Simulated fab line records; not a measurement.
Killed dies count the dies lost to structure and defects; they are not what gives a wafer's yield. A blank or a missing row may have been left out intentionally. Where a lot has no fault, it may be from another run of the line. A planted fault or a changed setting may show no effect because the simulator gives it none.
Which tool did it?    flow gf180mcu    36 wafers from 12 lots sampled at 4 of the route's 602 steps

## WHAT EACH GAUGE READ, for each wafer
GF_VT_IMPLANT_OVL_MEAS_07.
lot   measured      on          VT_IMPLANT_OVL (nm)
L792  day 5 18:15   overlay-02  0.4 -0.7 0.1
L793  day 5 22:28   overlay-02  -1.0 -1.7 -0.1
L794  day 6 06:14   overlay-01  -0.5 0.8 -0.1
L796  day 6 16:03   overlay-01  2.0 1.2 2.4
L800  day 7 19:11   overlay-02  -1.5 -0.7 -1.2
L801  day 7 21:38   overlay-02  -0.5 -0.7 -1.3
L803  day 8 15:42   overlay-01  1.6 2.0 2.5
L808  day 9 20:19   overlay-01  0.4 -0.3 -0.8
L810  day 10 04:57  overlay-01  -0.1 0.0 0.5
L812  day 10 16:50  overlay-02  0.5 -2.0 0.1
L814  day 11 05:36  overlay-02  -1.4 -1.3 0.0
L815  day 11 12:20  overlay-01  1.7 0.6 0.5

GF_VT_IMPLANT_RS_MEAS_46: measures by four-point-probe.
lot   measured      on            MVSD_RS (ohm/sq)
L792  day 7 16:52   filmMetro-01  454.9 454.0 454.2
L793  day 7 21:20   filmMetro-03  453.1 454.6 455.4
L794  day 8 05:32   filmMetro-02  458.1 457.3 458.6
L796  day 8 17:16   filmMetro-02  456.5 456.6 457.0
L800  day 9 21:47   filmMetro-01  457.3 454.3 455.1
L801  day 10 00:11  filmMetro-03  454.2 453.6 454.2
L803  day 10 19:48  filmMetro-01  455.3 455.2 455.1
L808  day 12 04:53  filmMetro-03  452.8 454.0 453.8
L810  day 12 14:52  filmMetro-01  506.3 505.7 506.8
L812  day 13 01:38  filmMetro-02  505.3 505.8 505.5
L814  day 13 16:40  filmMetro-01  454.6 455.5 455.1
L815  day 14 00:06  filmMetro-03  455.9 455.7 455.3

## EACH LOT AND THE TOOL THAT RAN IT (in order: tool; ch and the chambers of the sampled wafers; start)
lot   GF_MVSD_IMPLANT_09              GF_MVSD_STRIP_10
L792  implanter-04 ch 0, day 4 13:29  plasmaAsher-03 ch 0,1, day 4 13:38
L793  implanter-03 ch 0, day 4 18:15  plasmaAsher-02 ch 0,1, day 4 18:22
L794  implanter-01 ch 0, day 5 01:47  plasmaAsher-01 ch 0,1, day 5 01:56
L796  implanter-03 ch 0, day 5 10:10  plasmaAsher-01 ch 0,1, day 5 10:19
L800  implanter-04 ch 0, day 6 11:01  plasmaAsher-01 ch 0,1, day 6 11:10
L801  implanter-03 ch 0, day 6 14:19  plasmaAsher-03 ch 0,1, day 6 14:28
L803  implanter-03 ch 0, day 7 07:14  plasmaAsher-02 ch 1, day 7 07:22
L808  implanter-01 ch 0, day 8 10:19  plasmaAsher-02 ch 0,1, day 8 10:26
L810  implanter-01 ch 0, day 8 18:04  plasmaAsher-02 ch 0,1, day 8 18:11
L812  implanter-01 ch 0, day 9 06:00  plasmaAsher-01 ch 0,1, day 9 06:07
L814  implanter-04 ch 0, day 9 17:46  plasmaAsher-03 ch 0,1, day 9 17:55
L815  implanter-04 ch 0, day 9 23:29  plasmaAsher-01 ch 0,1, day 9 23:36
- GF_MVSD_IMPLANT_09
- GF_MVSD_STRIP_10: strips in O2/N2.

## WHAT THE TOOLS THEMSELVES READ (means of the sampled wafers that have a number; where no wafer has one, the mark that the record gives instead)
GF_MVSD_IMPLANT_09.
lot   tool          doseIonsCm2  faradayCurrentUA
L792  implanter-04  4.998e+12    27.9
L793  implanter-03  5.000e+12    28.4
L794  implanter-01  4.999e+12    28.3
L796  implanter-03  5.001e+12    28.1
L800  implanter-04  4.997e+12    27.7
L801  implanter-03  4.990e+12    27.9
L803  implanter-03  5.000e+12    28.2
L808  implanter-01  4.995e+12    27.5
L810  implanter-01  2.298e+12    12.8
L812  implanter-01  2.296e+12    12.8
L814  implanter-04  5.000e+12    27.9
L815  implanter-04  4.992e+12    28.2

GF_MVSD_STRIP_10.
lot   tool            chamberPressureMTorr (mTorr)  drypumpMotorCurrentA (A)  heaterPowerW (W)  oesProductAu (a.u.)  stripTimeToEndpointS (s)
L792  plasmaAsher-03  1500.3                        5.2                       359               0.722                37.02
L793  plasmaAsher-02  1499.9                        5.5                       311               0.723                36.87
L794  plasmaAsher-01  1498.3                        5.3                       347               0.722                36.92
L796  plasmaAsher-01  1499.8                        5.3                       366               0.719                36.90
L800  plasmaAsher-01  1498.6                        5.3                       350               0.724                36.99
L801  plasmaAsher-03  1499.7                        5.2                       348               0.730                36.85
L803  plasmaAsher-02  1500.3                        6.8                       280               0.725                36.99
L808  plasmaAsher-02  1499.7                        6.2                       292               0.724                37.05
L810  plasmaAsher-02  1500.2                        5.6                       305               0.721                36.98
L812  plasmaAsher-01  1500.3                        5.3                       367               0.725                36.92
L814  plasmaAsher-03  1500.7                        5.2                       344               0.721                36.98
L815  plasmaAsher-01  1498.3                        5.3                       344               0.718                37.00

## THE ANSWER, worked out from the rows above alone
Rule: the usual values come from the lots themselves. The widest of any qualifying gaps counts: lots, ordered by their means at a reading, are off when they make up no more than a third of the lots, leave a main group of 4 or more, and stand apart from it by 3 or more times the standard deviation of that group's means. The tables above print the reading to a certain number of digits; a main group whose means all agree to those digits is not used. A lot without any number at a reading at which 4 lots or more have one is off too. Where the step has rows for the other lots, those lots are counted as sound. Order of review: gauges by route order, followed by the tools' own readings, for which a lot's mean as printed above is used. At the first step where some lot is off, the reading lying furthest off is the one used; lots without a number count as furthest.
Off: L810, L812, seen at GF_VT_IMPLANT_RS_MEAS_46 (MVSD_RS). For the main group the mean is 455.2 ohm/sq and the standard deviation 1.3.
If a tool, at a process step before that reading, ran all the lots that are off and no sound lot after the first of them, it fits. The gauges at GF_VT_IMPLANT_RS_MEAS_46 aren't tried: what is off there is off at GF_MVSD_IMPLANT_09 too, on other tools, and a gauge's error can't cause that. One fits: GF_MVSD_IMPLANT_09 on implanter-01. Its last sound lot is L808 (day 8 10:19), its first lot that is off L810 (day 8 18:04): a fault that began between those two fits.
The tool's own readings at GF_MVSD_IMPLANT_09 bear it out: on the lots that are off they differ by more than 5 times the standard deviation of the sound lots' means. doseIonsCm2 reads 2.297e+12 there against 4.997e+12 on the sound lots; faradayCurrentUA reads 12.8 there against 28.0 on the sound lots.

## WHAT WAS PUT IN BY THE SIMULATOR
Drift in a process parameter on implanter-01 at GF_MVSD_IMPLANT_09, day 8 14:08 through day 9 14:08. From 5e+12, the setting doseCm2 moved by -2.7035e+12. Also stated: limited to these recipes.
Lots struck among those shown: L810, L812. The rule above found the same.
